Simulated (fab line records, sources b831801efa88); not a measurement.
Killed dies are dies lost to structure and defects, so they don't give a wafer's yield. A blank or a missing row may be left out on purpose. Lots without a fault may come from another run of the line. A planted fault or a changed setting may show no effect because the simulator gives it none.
Chamber matching | flow gf180mcu | GF_V1_CMP_04 on cmp-01: 4 sister chambers
The step polishes SiO2. 14 wafers are shown with their chamber, then 7 later ones without.

WAFERS WITH THEIR CHAMBER
wafer  | chamber | motor_current_A (A) | time_to_endpoint_s (s)
L216.3 | 0       | 11.4                | 67
L216.4 | 3       | 12.9                | 79
L216.6 | 0       | 10.6                | 77
L219.2 | 1       | 13.2                | 79
L219.3 | 0       | 12.0                | 70
L219.6 | 3       | 12.6                | 89
L220.1 | 3       | 12.8                | 79
L220.2 | 1       | 13.6                | 76
L220.6 | 1       | 12.4                | 81
L221.1 | 1       | 13.2                | 71
L221.2 | 2       | 12.8                | 76
L221.5 | 3       | 12.0                | 81
L222.1 | 1       | 13.4                | 73
L222.2 | 3       | 12.7                | 78

SIGNATURES (means of the wafers above)
reading            | chamber 0 | chamber 1 | chamber 2 | chamber 3 | scatter within a chamber
motor_current_A    | 11.333    | 13.160    | 12.800    | 12.600    | 0.482
time_to_endpoint_s | 71.33     | 76.00     | 76.00     | 81.20     | 4.49
Rule: a wafer's distance from a chamber is the root of the sum, over the readings, of the square of ((its reading less the chamber's mean) divided by the reading's scatter). The wafer belongs to the nearest chamber; if the next one is less than 2 further off, it can't be placed. The scatter: the root of (the sum of the squares of (reading less its chamber's mean) over the shown wafers, divided by (wafers less chambers)).

WAFERS WITHOUT THEIR CHAMBER
wafer  | motor_current_A (A) | time_to_endpoint_s (s)
L222.4 | 11.9                | 76
L226.2 | 11.2                | 77
L226.4 | 13.0                | 84
L226.5 | 12.9                | 78
L230.1 | 12.2                | 72
L230.2 | 13.3                | 76
L230.3 | 11.5                | 71

WHICH CHAMBER EACH WENT THROUGH
wafer  | from the rows above               | in truth
L222.4 | can't be placed: 0 or 3 or 2 or 1 | 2
L226.2 | can't be placed: 0 or 3           | 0
L226.4 | can't be placed: 3 or 1 or 2      | 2
L226.5 | can't be placed: 2 or 1 or 3      | 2
L230.1 | can't be placed: 2 or 0 or 1 or 3 | 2
L230.2 | can't be placed: 1 or 2 or 3      | 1
L230.3 | 0                                 | 0
Placed correctly: 1 of 7. Can't be placed from these rows: 6 (the true chamber is among the candidates in 6). Placed wrongly: 0.
